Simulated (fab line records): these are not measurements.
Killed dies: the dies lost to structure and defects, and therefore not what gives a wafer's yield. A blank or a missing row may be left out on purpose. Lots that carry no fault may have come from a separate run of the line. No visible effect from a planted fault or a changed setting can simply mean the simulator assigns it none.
The tool behind it: which one? -- flow gf180mcu -- 45 wafers from 15 lots sampled at 3 of the route's 602 steps

WHAT THE GAUGES SHOWED, per wafer
GF_VT_IMPLANT_TW_MEAS_32. Usual: VT_IMPLANT_3_TW gives 268.3 (standard deviation 2.2).
lot,measured,on,VT_IMPLANT_3_TW,flag
L863,day 7 17:21,filmMetro-02,263.1 262.0 262.7,
L864,day 7 17:59,filmMetro-04,268.5 268.7 268.4,
L869,day 8 21:07,filmMetro-01,267.8 270.1 268.8,
L870,day 9 00:27,filmMetro-01,266.8 266.8 268.9,
L871,day 9 06:56,filmMetro-04,269.9 268.3 268.6,
L874,day 10 03:31,filmMetro-01,267.6 267.3 267.4,
L875,day 10 10:52,filmMetro-04,271.0 270.8 270.0,
L876,day 10 15:22,filmMetro-02,264.1 265.1 263.3,
L877,day 10 23:56,filmMetro-04,270.8 270.9 269.9,
L879,day 11 15:00,filmMetro-01,267.1 267.2 268.1,
L880,day 11 18:12,filmMetro-01,268.0 268.7 268.1,
L881,day 12 02:13,filmMetro-04,269.9 270.3 269.1,
L882,day 12 06:22,filmMetro-04,270.6 269.1 270.8,
L884,day 12 20:06,filmMetro-01,271.5 271.2 270.6,
L885,day 13 03:20,filmMetro-02,264.9 264.9 264.2,

GF_HV_LDD_CD_MEAS_07: target cd 400 nm. Usual: 401.5 nm for cdNm, sd 2.
lot,measured,on,cdNm (nm),flag
L863,day 10 20:43,cdSem-02,405.9 404.6 405.7,
L864,day 10 21:09,cdSem-01,406.1 402.6 404.3,
L869,day 12 04:08,cdSem-01,405.2 403.6 403.5,
L870,day 12 10:46,cdSem-02,399.0 397.0 399.3,
L871,day 12 14:43,cdSem-01,403.9 402.9 403.5,
L874,day 13 17:41,cdSem-01,402.1 401.4 402.4,
L875,day 14 00:00,cdSem-01,403.3 401.2 402.6,
L876,day 14 06:36,cdSem-02,402.9 400.9 402.0,
L877,day 14 18:36,cdSem-02,403.2 401.4 401.0,
L879,day 15 08:19,cdSem-02,398.8 400.3 399.3,
L880,day 15 09:52,cdSem-02,396.5 397.0 397.9,
L881,day 15 21:03,cdSem-01,401.8 402.8 401.8,
L882,day 16 04:33,cdSem-01,403.9 403.2 400.8,
L884,day 16 16:55,cdSem-02,405.2 404.7 403.4,
L885,day 17 02:33,cdSem-01,400.3 401.4 402.0,

EACH LOT AND THE TOOL THAT RAN IT (in order: tool; ch and the chambers of the sampled wafers; start)
lot,GF_DUAL_GATE_STRIP_13
L863,"plasmaAsher-01 ch 0,1, day 9 04:46"
L864,"plasmaAsher-04 ch 0,1, day 9 06:09"
L869,"plasmaAsher-03 ch 0,1, day 10 10:05"
L870,"plasmaAsher-03 ch 0,1, day 10 14:23"
L871,"plasmaAsher-01 ch 0,1, day 10 19:37"
L874,"plasmaAsher-03 ch 0,1, day 11 19:06"
L875,"plasmaAsher-01 ch 0,1, day 12 02:31"
L876,"plasmaAsher-04 ch 0,1, day 12 07:42"
L877,"plasmaAsher-03 ch 0,1, day 12 20:10"
L879,"plasmaAsher-04 ch 0,1, day 13 08:16"
L880,"plasmaAsher-04 ch 0,1, day 13 11:31"
L881,"plasmaAsher-01 ch 0,1, day 13 21:19"
L882,"plasmaAsher-03 ch 0,1, day 14 03:04"
L884,"plasmaAsher-01 ch 0,1, day 14 17:10"
L885,"plasmaAsher-01 ch 0,1, day 14 23:07"
- GF_DUAL_GATE_STRIP_13: strips in O2/N2.

AS READ BY THE TOOLS THEMSELVES (means over the sampled wafers that have a number; for cases with no such wafer, the mark the record gives instead)
GF_DUAL_GATE_STRIP_13. Usual: drypumpMotorCurrentA 5.9 A, standard deviation 0.43; heaterPowerW 320 W, standard deviation 16; oesProductAu 0.716 a.u., standard deviation 0.0051; stripTimeToEndpointS 12.63 s, standard deviation 0.036.
lot,tool,drypumpMotorCurrentA (A),heaterPowerW (W),oesProductAu (a.u.),stripTimeToEndpointS (s),flag
L863,plasmaAsher-01,5.7,321,0.712,12.63,
L864,plasmaAsher-04,5.8,307,0.716,12.61,
L869,plasmaAsher-03,6.2,332,0.721,12.58,
L870,plasmaAsher-03,6.3,334,0.712,12.64,
L871,plasmaAsher-01,5.5,317,0.717,12.66,
L874,plasmaAsher-03,6.3,331,0.717,12.60,
L875,plasmaAsher-01,5.6,316,0.720,12.60,
L876,plasmaAsher-04,5.4,294,0.715,12.68,
L877,plasmaAsher-03,6.2,326,0.719,12.57,
L879,plasmaAsher-04,5.4,293,0.713,12.68,
L880,plasmaAsher-04,5.5,293,0.715,12.62,
L881,plasmaAsher-01,5.7,321,0.721,12.64,
L882,plasmaAsher-03,6.2,327,0.720,12.65,
L884,plasmaAsher-01,5.7,323,0.715,12.59,
L885,plasmaAsher-01,5.5,312,0.718,12.58,

THE ANSWER, worked out from the rows above alone
Rule: take the mean of a lot's wafers that have a number; if it is more than 3 standard deviations from the usual mean, the lot is off. A lot without any number at a reading at which 4 lots or more have one is off too. Any other lot the step has rows for is counted as sound. First the gauges in route order, then the tools' own readings, where a lot's mean is used as printed above. At the first step where some lot is off, the reading lying furthest off is the one used; lots without a number count as furthest.
None of the lots is off at any reading shown; this tells nothing.

WHAT THE SIMULATOR PUT IN
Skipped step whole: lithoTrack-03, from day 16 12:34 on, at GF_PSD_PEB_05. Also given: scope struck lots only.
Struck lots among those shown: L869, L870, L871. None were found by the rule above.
